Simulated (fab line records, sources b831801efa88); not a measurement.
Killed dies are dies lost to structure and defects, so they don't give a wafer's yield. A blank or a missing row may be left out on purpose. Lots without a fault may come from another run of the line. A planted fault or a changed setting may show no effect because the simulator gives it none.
A struck lot beside a sound one | flow gf180mcu | 24 steps out of a route of 602
Sound: wafers L359.4, L359.5, L359.6. Struck: wafers L365.2, L365.5, L365.6. The cause comes at the end.
At each step with rows: each side's tool, then ch and its chambers, then its first start. Under that, the readings that differ: sound wafers | struck wafers | difference of the means | sigmas: that difference in standard deviations of wafers without a fault.
alike: readings whose means differ by less than 2 such deviations, and words and numbers that are the same on both sides. not compared: withheld readings, readings that some wafer has no value for, bounds like >300 that may hide the same value, and numbers for which the record gives no deviation and whose values overlap.
The two part at a step that has a row with sigmas, a row that says differs or no value, or rows on one side only. Numbers that don't overlap but have no deviation are shown without sigmas and don't part them. A reading that every wafer of one side lacks parts them only if that side has two wafers or more.

GF_M2_STRIP_17: strips in O2/N2.
  sound on plasma_asher-02 ch 0,1, day 22 10:37; struck on plasma_asher-02 ch 0,1, day 24 14:02
  alike: drypump_motor_current_A, heater_power_w, oes_product_au, strip_time_to_endpoint_s
  not compared: rf_hours_counter_h
then, 3 steps without rows for these wafers: GF_M2_STRIP_18 (strips in post etch residue remover, time 1200 s); GF_M2_CLEAN_19 (cleans in DIW); GF_V2_CVD_00 (deposits SiO2, target thk 600 nm, time 100 s).
GF_V2_THK_MEAS_01:
  sound on film_metro-02, day 22 11:19; struck on film_metro-03, day 24 14:40
  alike: V2_CVD_00_THK
GF_V2_CVD_02: deposits SiO2 from TEOS, target thk 850 nm, time 94.851 s.
  sound on pecvd-01 ch 0,1,2, day 22 11:23; struck on pecvd-01 ch 0,2, day 24 14:43
  alike: heater_power_w
GF_V2_THK_MEAS_03:
  sound on film_metro-03, day 22 11:27; struck on film_metro-02, day 24 14:47
  alike: V2_CVD_02_THK
GF_V2_CMP_04: polishes SiO2.
  sound on cmp-02 ch 0,2,3, day 22 11:38; struck on cmp-02 ch 0,2,3, day 24 14:56
  alike: motor_current_A, time_to_endpoint_s
GF_V2_BOW_MEAS_05:
  sound on film_metro-03, day 22 11:53; struck on film_metro-02, day 24 15:10
  alike: V2_BOW
then, 3 steps without rows for these wafers: GF_V2_DEHYDRATE_06 (time 60 s); GF_V2_HMDS_07 (prime time 60 s); GF_V2_COAT_08.
GF_V2_COAT_09: resist thk 1000 nm.
  sound on litho_track-03 ch 0, day 22 23:00; struck on litho_track-04 ch 0, day 25 01:00
  reading                             | sound             | struck            | difference | sigmas
  model.KrF_of_V2_COAT_09.thk_nm (nm) | 995.8 995.7 996.6 | 960.8 957.9 957.6 | -37.3      |
  alike: chill_plate_temp_C
then, 3 steps without rows for these wafers: GF_V2_SOFTBAKE_10 (time 60 s); GF_V2_EXPOSE_11 (exposes mask Via2, target cd 260 nm); GF_V2_PEB_12 (peb time 90 s).
GF_V2_DEVELOP_13: develop time 60 s.
  sound on litho_track-03 ch 0, day 23 10:47; struck on litho_track-02 ch 0, day 25 13:02
  reading                             | sound             | struck            | difference | sigmas
  model.KrF_of_V2_COAT_09.thk_nm (nm) | 980.8 980.8 981.6 | 945.9 942.9 942.6 | -37.3      |
  alike: chill_plate_temp_C
GF_V2_CD_MEAS_14: target cd 260 nm.
  sound on cd_sem-02, day 23 10:55; struck on cd_sem-01, day 25 13:11
  alike: cd_nm
GF_V2_OVL_MEAS_15:
  sound on overlay-01, day 23 10:59; struck on overlay-02, day 25 13:17
  alike: V2_OVL
GF_V2_ETCH_16: etches BARC in N2/H2.
  sound on rie_diel-02 ch 2,3, day 23 11:01; struck on rie_diel-01 ch 0,2,3, day 25 13:19
  alike: drypump_motor_current_A, oes_product_au, throttle_valve_pct
GF_V2_ETCH_17: etches SiO2 in C4F8/O2/Ar, stops on TiN, target depth 630 nm.
  sound on rie_diel-02 ch 2,3; struck on rie_diel-01 ch 0,2,3
  alike: oes_product_au
GF_V2_STRIP_18: strips in O2/N2.
  sound on plasma_asher-04 ch 0,1, day 23 11:10; struck on plasma_asher-01 ch 0,1, day 25 13:27
  reading               | sound             | struck            | difference | sigmas
  oes_product_au (a.u.) | 0.589 0.598 0.588 | 0.577 0.582 0.573 | -0.014     | -3
  alike: drypump_motor_current_A, heater_power_w
  not compared: rf_hours_counter_h
then, 1 step without rows for these wafers: GF_V2_STRIP_19 (strips in post etch residue remover, time 1200 s).
-- the record jumps here: 8 days lie between the struck wafers' starts before and after (it left off in module V2 and takes up again in module PASSIVATION, whose first step shown is number 602 of the route) --
GF_PASSIVATION_PROBE_99:
  the record has rows for the struck wafers here (prober-01, day 33 02:37) and none for the sound ones

WHERE THEY PART
First at GF_V2_STRIP_18; last, within this record, at GF_PASSIVATION_PROBE_99.

WHY: what the simulator had put in
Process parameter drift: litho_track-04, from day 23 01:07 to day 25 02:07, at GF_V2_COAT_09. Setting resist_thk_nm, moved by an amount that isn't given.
